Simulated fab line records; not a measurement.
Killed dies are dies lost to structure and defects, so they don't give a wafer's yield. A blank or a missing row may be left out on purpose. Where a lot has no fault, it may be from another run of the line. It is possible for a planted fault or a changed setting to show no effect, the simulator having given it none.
Which of the tools did it? | flow gf180mcu | 12 lots, 36 wafers sampled, at 2 steps of a route of 602

== WHAT THE GAUGES SHOWED, per wafer ==
GF_M2_THK_MEAS_06: measures by xrf.
lot  | measured     | on            | M2_ALCU_THK (nm)
L075 | day 18 16:01 | film_metro-04 | 442 444 448
L077 | day 19 05:01 | film_metro-04 | 454 456 457
L080 | day 20 18:44 | film_metro-03 | 441 448 445
L081 | day 21 00:17 | film_metro-03 | 451 450 444
L083 | day 22 00:39 | film_metro-03 | 453 450 448
L084 | day 22 07:29 | film_metro-04 | 457 449 456
L087 | day 22 16:41 | film_metro-04 | 453 446 450
L090 | day 24 03:28 | film_metro-04 | 448 441 448
L091 | day 24 21:45 | film_metro-03 | 442 445 443
L092 | day 24 23:20 | film_metro-03 | 448 447 447
L096 | day 26 01:05 | film_metro-01 | 446 438 440
L097 | day 26 09:11 | film_metro-04 | 448 451 451

== WHAT TOOL EACH LOT RAN ON (gives the tool, then ch and the chambers of the sampled wafers, and finally the start) ==
lot  | GF_CONTACT_SPUTTER_23
L075 | pvd_sputter-04, day 16 14:00
L077 | pvd_sputter-04, day 17 02:14
L080 | pvd_sputter-03, day 18 13:17
L081 | pvd_sputter-01, day 18 19:29
L083 | pvd_sputter-03, day 19 19:28
L084 | pvd_sputter-01, day 20 03:29
L087 | pvd_sputter-01, day 20 12:35
L090 | pvd_sputter-01, day 22 01:34
L091 | pvd_sputter-03, day 22 20:34
L092 | pvd_sputter-04, day 22 23:49
L096 | pvd_sputter-04, day 24 01:20
L097 | pvd_sputter-03, day 24 11:36
- GF_CONTACT_SPUTTER_23: material TiN, target thk 10 nm, time 40 s.

== THE ANSWER, worked out from the rows above alone ==
Rule: the lots themselves supply what counts as usual. The widest of any qualifying gaps counts: lots, ordered by their means at a reading, are off when they make up no more than a third of the lots, leave a main group of 4 or more, and stand apart from it by 3 or more times the standard deviation of that group's means. Not used: any main group whose means are identical at the precision the tables above print for the reading. A lot without any number at a reading at which 4 lots or more have one is off too. All remaining lots with rows at the step are treated as sound.
No lot is off at any reading shown: from this, nothing can be told.

== WHAT WAS PUT IN BY THE SIMULATOR ==
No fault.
